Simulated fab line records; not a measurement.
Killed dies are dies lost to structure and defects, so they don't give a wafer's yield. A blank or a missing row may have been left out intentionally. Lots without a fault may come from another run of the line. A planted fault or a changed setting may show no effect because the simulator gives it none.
Which tool did it? + flow sky130 + 24 lots with 72 wafers sampled at 6 steps, on a route of 708 steps

WHAT THE GAUGES READ, wafer by wafer
SKY_SONOS_TUNNEL_OVL_MEAS_08.
| lot  | measured     | on         | SONOS_TUNNEL_OVL (nm) |
|------|--------------|------------|-----------------------|
| L074 | day 11 09:29 | overlay-01 | -1.3 -0.6 -1.3        |
| L075 | day 11 18:11 | overlay-01 | 0.2 0.6 -1.2          |
| L076 | day 11 23:40 | overlay-01 | -1.5 -2.2 -1.3        |
| L077 | day 12 05:55 | overlay-01 | -0.3 2.4 -0.5         |
| L078 | day 12 17:50 | overlay-02 | -1.7 -2.7 -0.8        |
| L079 | day 13 14:22 | overlay-01 | 2.7 3.1 0.8           |
| L081 | day 13 20:12 | overlay-01 | 0.0 -0.7 -0.8         |
| L080 | day 13 21:44 | overlay-01 | -2.2 -1.6 -4.3        |
| L082 | day 14 00:26 | overlay-02 | 0.6 -0.3 -1.5         |
| L083 | day 14 09:56 | overlay-02 | -0.9 0.5 1.3          |
| L084 | day 14 17:29 | overlay-01 | -1.4 -0.1 -3.4        |
| L085 | day 15 11:31 | overlay-01 | -0.8 1.0 -1.3         |
| L087 | day 15 20:19 | overlay-01 | -0.8 -0.1 -2.5        |
| L086 | day 15 23:53 | overlay-01 | 1.6 1.3 0.8           |
| L088 | day 16 08:20 | overlay-01 | 1.3 4.4 2.6           |
| L089 | day 16 17:16 | overlay-02 | 0.0 -1.0 2.8          |
| L090 | day 16 22:02 | overlay-01 | -0.1 0.4 -0.2         |
| L091 | day 17 03:38 | overlay-01 | 0.2 1.1 0.9           |
| L093 | day 17 14:15 | overlay-02 | 0.9 3.3 0.5           |
| L092 | day 17 17:41 | overlay-01 | -1.9 -1.6 -0.7        |
| L094 | day 18 00:17 | overlay-01 | 1.0 2.7 2.3           |
| L095 | day 18 12:47 | overlay-01 | -0.1 0.2 2.2          |
| L096 | day 18 14:54 | overlay-02 | -1.0 0.1 -0.6         |
| L097 | day 18 23:37 | overlay-02 | -1.5 0.3 -1.8         |

SKY_GATE_OXIDE_THK_MEAS_02.
| lot  | measured     | on            | GATE_OXIDE_OXIDATION_00_THK (nm) |
|------|--------------|---------------|----------------------------------|
| L074 | day 12 19:22 | film_metro-03 | 10.54 10.63 10.38                |
| L075 | day 13 03:16 | film_metro-04 | 10.43 10.42 10.39                |
| L076 | day 13 07:34 | film_metro-01 | 10.67 10.43 10.45                |
| L077 | day 13 15:18 | film_metro-03 | 10.48 10.48 10.36                |
| L078 | day 14 07:29 | film_metro-03 | 10.18 10.22 10.17                |
| L079 | day 15 04:06 | film_metro-03 | 10.39 10.32 10.67                |
| L081 | day 15 08:09 | film_metro-01 | 10.45 10.53 10.39                |
| L080 | day 15 08:17 | film_metro-04 | 10.38 10.32 10.40                |
| L082 | day 15 15:18 | film_metro-04 | 10.29 10.32 10.19                |
| L083 | day 15 22:10 | film_metro-04 | 10.25 9.88 10.12                 |
| L084 | day 16 07:09 | film_metro-01 | 10.50 10.47 10.32                |
| L085 | day 17 01:13 | film_metro-03 | 10.08 10.14 10.18                |
| L087 | day 17 10:29 | film_metro-04 | 10.06 9.92 10.08                 |
| L086 | day 17 17:28 | film_metro-04 | 10.40 10.21 10.53                |
| L088 | day 17 23:29 | film_metro-03 | 9.79 9.93 9.89                   |
| L089 | day 18 10:59 | film_metro-01 | 9.84 9.92 9.93                   |
| L090 | day 18 15:25 | film_metro-04 | 9.91 10.11 10.02                 |
| L091 | day 18 21:01 | film_metro-04 | 10.21 10.16 10.22                |
| L093 | day 19 10:32 | film_metro-03 | 9.90 9.82 9.76                   |
| L092 | day 19 10:31 | film_metro-04 | 10.09 9.97 10.03                 |
| L094 | day 19 17:23 | film_metro-04 | 10.03 10.24 10.32                |
| L095 | day 20 05:31 | film_metro-04 | 9.76 9.76 9.77                   |
| L096 | day 20 05:32 | film_metro-01 | 9.74 9.59 9.66                   |
| L097 | day 20 17:10 | film_metro-04 | 10.17 10.20 9.94                 |

SKY_POLY_GATE_CD_MEAS_13: target cd 150 nm.
| lot  | measured     | on        | cd_nm (nm)        |
|------|--------------|-----------|-------------------|
| L074 | day 16 13:43 | cd_sem-02 | 151.2 151.9 151.5 |
| L075 | day 16 20:29 | cd_sem-02 | 149.6 149.0 149.3 |
| L076 | day 17 09:34 | cd_sem-01 | 151.5 151.8 152.0 |
| L077 | day 17 09:54 | cd_sem-02 | 148.3 147.8 147.9 |
| L078 | day 18 05:37 | cd_sem-01 | 150.9 151.8 151.7 |
| L079 | day 19 00:27 | cd_sem-01 | 149.2 147.6 149.4 |
| L081 | day 19 06:23 | cd_sem-01 | 149.6 148.1 149.5 |
| L080 | day 19 06:02 | cd_sem-01 | 148.5 150.5 149.2 |
| L082 | day 19 12:00 | cd_sem-01 | 150.3 151.6 151.3 |
| L083 | day 19 20:28 | cd_sem-01 | 147.6 149.0 148.6 |
| L084 | day 20 11:04 | cd_sem-01 | 152.4 152.8 152.3 |
| L085 | day 21 00:22 | cd_sem-02 | 150.7 150.1 151.2 |
| L087 | day 21 11:45 | cd_sem-01 | 149.5 148.7 150.7 |
| L086 | day 21 21:13 | cd_sem-01 | 148.2 149.6 148.7 |
| L088 | day 22 05:01 | cd_sem-02 | 148.6 149.9 149.7 |
| L089 | day 22 17:31 | cd_sem-01 | 152.0 152.6 152.5 |
| L090 | day 22 16:22 | cd_sem-01 | 150.0 149.5 148.2 |
| L091 | day 22 22:28 | cd_sem-02 | 148.6 148.8 149.6 |
| L093 | day 23 09:33 | cd_sem-02 | 151.3 151.6 150.2 |
| L092 | day 23 11:00 | cd_sem-02 | 150.9 151.7 151.5 |
| L094 | day 23 17:21 | cd_sem-02 | 148.5 147.7 148.6 |
| L095 | day 24 07:07 | cd_sem-01 | 148.1 147.9 148.5 |
| L096 | day 24 06:11 | cd_sem-02 | 147.8 147.5 148.0 |
| L097 | day 24 17:10 | cd_sem-01 | 146.6 147.8 147.5 |

SKY_METAL1_THK_MEAS_06: measures by xrf.
| lot  | measured     | on            | METAL1_ALCU_THK (nm) |
|------|--------------|---------------|----------------------|
| L074 | day 31 18:17 | film_metro-04 | 247 248 246          |
| L075 | day 31 23:06 | film_metro-04 | 252 251 252          |
| L076 | day 32 15:10 | film_metro-01 | 250 252 247          |
| L077 | day 32 14:48 | film_metro-01 | 247 243 248          |
| L078 | day 33 09:03 | film_metro-04 | 245 243 246          |
| L079 | day 34 03:09 | film_metro-01 | 249 246 250          |
| L081 | day 34 06:26 | film_metro-04 | 252 245 247          |
| L080 | day 34 05:47 | film_metro-04 | 245 241 239          |
| L082 | day 34 16:09 | film_metro-01 | 248 243 244          |
| L083 | day 34 21:47 | film_metro-03 | 251 254 248          |
| L084 | day 35 02:43 | film_metro-04 | 244 244 245          |
| L085 | day 35 19:08 | film_metro-04 | 252 255 248          |
| L087 | day 36 10:13 | film_metro-03 | 246 252 247          |
| L086 | day 36 12:16 | film_metro-04 | 252 249 250          |
| L088 | day 36 16:58 | film_metro-01 | 240 248 247          |
| L089 | day 37 12:20 | film_metro-03 | 250 252 254          |
| L090 | day 37 11:26 | film_metro-03 | 255 257 257          |
| L091 | day 37 14:25 | film_metro-04 | 257 256 252          |
| L093 | day 37 18:16 | film_metro-03 | 247 244 245          |
| L092 | day 37 18:55 | film_metro-04 | 247 244 247          |
| L094 | day 37 22:14 | film_metro-03 | 247 250 246          |
| L095 | day 38 17:11 | film_metro-01 | 246 246 242          |
| L096 | day 38 16:52 | film_metro-03 | 249 248 244          |
| L097 | day 38 21:26 | film_metro-03 | 248 245 250          |

WHAT TOOL EACH LOT RAN ON (gives the tool, then ch and the chambers of the sampled wafers, and finally the start)
| lot  | SKY_RES_PROTECT_STRIP_07             | SKY_CONTACT_SPUTTER_23       |
|------|--------------------------------------|------------------------------|
| L074 | plasma_asher-03 ch 0,1, day 15 02:39 | pvd_sputter-03, day 31 17:02 |
| L075 | plasma_asher-01 ch 0,1, day 15 11:58 | pvd_sputter-01, day 31 22:11 |
| L076 | plasma_asher-03 ch 0,1, day 16 00:51 | pvd_sputter-01, day 32 14:16 |
| L077 | plasma_asher-01 ch 0,1, day 16 00:31 | pvd_sputter-04, day 32 13:53 |
| L078 | plasma_asher-04 ch 0,1, day 16 18:13 | pvd_sputter-03, day 33 08:02 |
| L079 | plasma_asher-04 ch 0,1, day 17 15:01 | pvd_sputter-01, day 34 02:08 |
| L081 | plasma_asher-01 ch 0,1, day 17 20:26 | pvd_sputter-03, day 34 05:30 |
| L080 | plasma_asher-04 ch 0,1, day 17 20:26 | pvd_sputter-04, day 34 04:50 |
| L082 | plasma_asher-03 ch 0,1, day 18 03:19 | pvd_sputter-01, day 34 15:14 |
| L083 | plasma_asher-03 ch 1, day 18 11:31   | pvd_sputter-04, day 34 20:52 |
| L084 | plasma_asher-03 ch 0,1, day 18 22:33 | pvd_sputter-04, day 35 01:47 |
| L085 | plasma_asher-01 ch 0,1, day 19 16:14 | pvd_sputter-01, day 35 18:14 |
| L087 | plasma_asher-01 ch 0,1, day 20 03:03 | pvd_sputter-03, day 36 09:14 |
| L086 | plasma_asher-04 ch 0,1, day 20 13:10 | pvd_sputter-01, day 36 11:21 |
| L088 | plasma_asher-01 ch 0,1, day 20 21:09 | pvd_sputter-01, day 36 16:02 |
| L089 | plasma_asher-01 ch 0,1, day 21 07:36 | pvd_sputter-01, day 37 11:26 |
| L090 | plasma_asher-03 ch 0,1, day 21 07:18 | pvd_sputter-03, day 37 10:31 |
| L091 | plasma_asher-04 ch 0,1, day 21 14:22 | pvd_sputter-04, day 37 13:29 |
| L093 | plasma_asher-04 ch 0,1, day 22 01:43 | pvd_sputter-03, day 37 17:07 |
| L092 | plasma_asher-04 ch 0,1, day 22 02:42 | pvd_sputter-04, day 37 17:59 |
| L094 | plasma_asher-04 ch 0,1, day 22 09:19 | pvd_sputter-01, day 37 21:18 |
| L095 | plasma_asher-01 ch 0,1, day 22 22:35 | pvd_sputter-03, day 38 16:16 |
| L096 | plasma_asher-03 ch 0,1, day 22 22:28 | pvd_sputter-01, day 38 15:55 |
| L097 | plasma_asher-01 ch 0,1, day 23 09:01 | pvd_sputter-04, day 38 20:31 |
- SKY_RES_PROTECT_STRIP_07: strips in O2/N2.
- SKY_CONTACT_SPUTTER_23: material TiN, target thk 20 nm, time 80 s.

AS READ BY THE TOOLS THEMSELVES (means over the sampled wafers that have a number; for cases with no such wafer, the mark the record gives instead)
SKY_RES_PROTECT_STRIP_07.
| lot  | tool            | drypump_motor_current_A (A) | o2_flow_sccm (sccm) | oes_product_au (a.u.) | strip_time_to_endpoint_s (s) |
|------|-----------------|-----------------------------|---------------------|-----------------------|------------------------------|
| L074 | plasma_asher-03 | 6.2                         | 3001                | 0.521                 | 23.31                        |
| L075 | plasma_asher-01 | 5.2                         | 2994                | 0.520                 | 23.27                        |
| L076 | plasma_asher-03 | 6.2                         | 2999                | 0.519                 | 23.30                        |
| L077 | plasma_asher-01 | 5.3                         | 3004                | 0.515                 | 23.31                        |
| L078 | plasma_asher-04 | 5.8                         | 3007                | 0.514                 | 23.38                        |
| L079 | plasma_asher-04 | 5.7                         | 3002                | 0.519                 | 23.28                        |
| L081 | plasma_asher-01 | 5.2                         | 2998                | 0.522                 | 23.28                        |
| L080 | plasma_asher-04 | 5.9                         | 3003                | 0.519                 | 23.37                        |
| L082 | plasma_asher-03 | 6.2                         | 2988                | 0.515                 | 23.23                        |
| L083 | plasma_asher-03 | 6.3                         | 2991                | 0.519                 | 23.31                        |
| L084 | plasma_asher-03 | 6.2                         | 3002                | 0.519                 | 23.27                        |
| L085 | plasma_asher-01 | 5.3                         | 2991                | 0.519                 | 23.31                        |
| L087 | plasma_asher-01 | 5.2                         | 3001                | 0.512                 | 23.23                        |
| L086 | plasma_asher-04 | 5.9                         | 2989                | 0.515                 | 23.30                        |
| L088 | plasma_asher-01 | 5.2                         | 3000                | 0.518                 | 23.31                        |
| L089 | plasma_asher-01 | 5.3                         | 3001                | 0.516                 | 23.23                        |
| L090 | plasma_asher-03 | 6.2                         | 3002                | 0.520                 | 23.30                        |
| L091 | plasma_asher-04 | 5.9                         | 2991                | 0.521                 | 23.27                        |
| L093 | plasma_asher-04 | 5.7                         | 2990                | 0.523                 | 23.27                        |
| L092 | plasma_asher-04 | 5.7                         | 2996                | 0.516                 | 23.24                        |
| L094 | plasma_asher-04 | 5.7                         | 3001                | 0.515                 | 23.32                        |
| L095 | plasma_asher-01 | 5.2                         | 3003                | 0.515                 | 23.28                        |
| L096 | plasma_asher-03 | 6.2                         | 2992                | 0.516                 | 23.24                        |
| L097 | plasma_asher-01 | 5.1                         | 2988                | 0.520                 | 23.30                        |

SKY_CONTACT_SPUTTER_23.
| lot  | tool           | throttle_valve_pct (%) |
|------|----------------|------------------------|
| L074 | pvd_sputter-03 | 29.7                   |
| L075 | pvd_sputter-01 | 31.4                   |
| L076 | pvd_sputter-01 | 30.8                   |
| L077 | pvd_sputter-04 | 29.6                   |
| L078 | pvd_sputter-03 | 28.9                   |
| L079 | pvd_sputter-01 | 29.0                   |
| L081 | pvd_sputter-03 | 29.5                   |
| L080 | pvd_sputter-04 | 29.6                   |
| L082 | pvd_sputter-01 | 30.4                   |
| L083 | pvd_sputter-04 | 29.9                   |
| L084 | pvd_sputter-04 | 28.7                   |
| L085 | pvd_sputter-01 | 30.3                   |
| L087 | pvd_sputter-03 | 29.4                   |
| L086 | pvd_sputter-01 | 30.7                   |
| L088 | pvd_sputter-01 | 31.3                   |
| L089 | pvd_sputter-01 | 29.9                   |
| L090 | pvd_sputter-03 | 28.9                   |
| L091 | pvd_sputter-04 | 29.6                   |
| L093 | pvd_sputter-03 | 29.1                   |
| L092 | pvd_sputter-04 | 28.9                   |
| L094 | pvd_sputter-01 | 30.7                   |
| L095 | pvd_sputter-03 | 28.7                   |
| L096 | pvd_sputter-01 | 29.7                   |
| L097 | pvd_sputter-04 | 30.8                   |

THE ANSWER, worked out from the rows above alone
Rule: usual is defined by the lots themselves. The widest of any qualifying gaps counts: lots, ordered by their means at a reading, are off when they make up no more than a third of the lots, leave a main group of 4 or more, and stand apart from it by 3 or more times the standard deviation of that group's means. Not used: any main group whose means are identical at the precision the tables above print for the reading. Also off: a lot with no number at a reading for which 4 or more lots have one. Where the step has rows for the other lots, those lots are counted as sound. Order of review: gauges by route order, followed by the tools' own readings, for which a lot's mean as printed above is used. The first step at which some lot is off is used, and at that step the reading that is off furthest; a lot without a number counts as furthest.
Nothing can be told from this: no lot is off at any reading shown.

WHAT WAS PUT IN BY THE SIMULATOR
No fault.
